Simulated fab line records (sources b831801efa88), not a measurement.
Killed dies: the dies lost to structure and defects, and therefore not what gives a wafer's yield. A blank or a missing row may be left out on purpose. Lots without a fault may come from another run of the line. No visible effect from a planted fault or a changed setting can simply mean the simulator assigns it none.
Comparing a struck lot with a sound one | flow sky130 | 17 out of 708 route steps
Sound: wafers L555.1, L555.3, L555.4. Wafers struck: L547.5, L547.6. At the end, the cause is stated.
At each step with rows: each side's tool, then ch and its chambers, then its first start. Under that, the readings that differ: sound wafers | struck wafers | difference of the means | sigmas: that difference in standard deviations of wafers without a fault.
alike: words and numbers the same on both sides, and readings whose means are apart by under 2 such deviations; not compared: readings that were withheld, readings missing a value for some wafer, numbers with overlapping values and no deviation given by the record, and bounds like >300 which may hide the same value.
The two part at a step that has a row with sigmas, a row that says differs or no value, or rows on one side only. When numbers do not overlap yet have no deviation, they are printed without sigmas and do not part them. A reading missing from all wafers of one side parts the sides only when that side holds two or more wafers.

first, 2 steps without rows for these wafers: SKY_LOCAL_INTERCONNECT_PEB_09; SKY_LOCAL_INTERCONNECT_DEVELOP_10 (develop time 60 s).
SKY_LOCAL_INTERCONNECT_CD_MEAS_11: target cd 170 nm.
  sound on cd_sem-02 at day 35 16:46; struck on cd_sem-01 at day 33 16:20
  alike: cd_nm
SKY_LOCAL_INTERCONNECT_OVL_MEAS_12:
  sound on overlay-01 at day 35 16:53; struck on overlay-02 at day 33 16:24
  alike: LOCAL_INTERCONNECT_OVL
SKY_LOCAL_INTERCONNECT_ETCH_13: etches BARC in N2/H2, stops on SiO2, time 45.9 s, target depth 60 nm.
  sound on rie_metal-04 ch 0,1, day 35 16:55; struck on rie_metal-01 ch 0,1, day 33 16:27
  alike: chamber_pressure_mTorr, drypump_motor_current_A, oes_product_au, throttle_valve_pct
  not compared: rf_hours_counter_h
SKY_LOCAL_INTERCONNECT_METAL_ETCH_14: etches TiN in Cl2/BCl3, stops on PSG, target depth 110 nm, time 31.4 s.
  sound on rie_metal-04 ch 0,1, day 35 16:59; struck on rie_metal-01 ch 0,1, day 33 16:31
  alike: chamber_pressure_mTorr, drypump_motor_current_A, oes_product_au, throttle_valve_pct
  not compared: rf_hours_counter_h
SKY_LOCAL_INTERCONNECT_STRIP_15: strips in O2/N2.
  sound on plasma_asher-04 ch 0,1, day 35 17:02; struck on plasma_asher-03 ch 0,1, day 33 16:35
  alike: chamber_pressure_mTorr, drypump_motor_current_A, oes_product_au, strip_time_to_endpoint_s
  not compared: rf_hours_counter_h
then, 3 steps without rows for these wafers: SKY_LOCAL_INTERCONNECT_STRIP_16 (strips in post etch residue remover, time 1200 s); SKY_LOCAL_INTERCONNECT_CLEAN_17 (cleans in IPA, time 180 s); SKY_LOCAL_INTERCONNECT_CLEAN_18 (cleans in O3/DIW).
SKY_CONTACT_CVD_00: deposits Si3N4, target thk 75 nm.
  sound on pecvd-04 ch 1,2, day 35 17:37; struck on pecvd-03 ch 0,1, day 33 17:08
  alike: heater_power_w
SKY_CONTACT_THK_MEAS_01:
  sound on film_metro-01 at day 35 17:40; struck on film_metro-04 at day 33 17:11
  alike: CONTACT_CVD_00_THK
SKY_CONTACT_HDPCVD_02: deposits SiO2, target thk 565 nm, time 94.2 s.
  sound on hdpcvd-02 ch 0,2, day 35 17:44; struck on hdpcvd-01 ch 1,2, day 33 17:15
  reading                                     | sound             | struck      | difference | sigmas
  model.SiO2_of_CONTACT_HDPCVD_02.thk_nm (nm) | 563.7 562.8 570.7 | 752.3 759.9 | +190.4     |
SKY_CONTACT_THK_MEAS_03:
  sound on film_metro-01 at day 35 17:48; struck on film_metro-02 at day 33 17:33
  reading                 | sound       | struck  | difference | sigmas
  CONTACT_HDPCVD_THK (nm) | 564 563 571 | 752 759 | +190       | +31
  not compared: hold
SKY_CONTACT_CMP_04: polishes SiO2.
  sound on cmp-02 ch 0,2,3, day 35 17:52; struck on cmp-02 ch 0,1, day 33 23:34
  reading                | sound    | struck                                            | difference                   | sigmas
  hold                   | - - -    | await_dispo/5.6h/release await_dispo/5.6h/release | no value on the sound wafers |
  time_to_endpoint_s (s) | 78 75 84 | 148 147                                           | +68                          | +16
  alike: motor_current_A, retaining_ring_pressure_frac
SKY_CONTACT_BOW_MEAS_05:
  sound on film_metro-02 at day 35 18:10; struck on film_metro-01 at day 33 23:44
  alike: CONTACT_BOW
-- the record jumps here: 14 days lie between the struck wafers' starts before and after (it left off in module CONTACT and takes up again in module PAD_OPEN, whose first step shown is number 708 of the route) --
SKY_PAD_OPEN_PROBE_99:
  sound on prober-01 at day 49 17:11; struck on prober-01 at day 48 02:16
  alike: killed_at_M0_to_M3, killed_at_M4_up, killed_at_contacts, killed_at_front_end, killed_at_other, killed_dies, killed_open, killed_short

## WHERE THEY PART
At SKY_CONTACT_THK_MEAS_03 first; at SKY_CONTACT_CMP_04 last (within this record only). Later steps at which nothing parts them and some readings are alike: SKY_CONTACT_BOW_MEAS_05, SKY_PAD_OPEN_PROBE_99.

WHY: whatever the simulator had introduced
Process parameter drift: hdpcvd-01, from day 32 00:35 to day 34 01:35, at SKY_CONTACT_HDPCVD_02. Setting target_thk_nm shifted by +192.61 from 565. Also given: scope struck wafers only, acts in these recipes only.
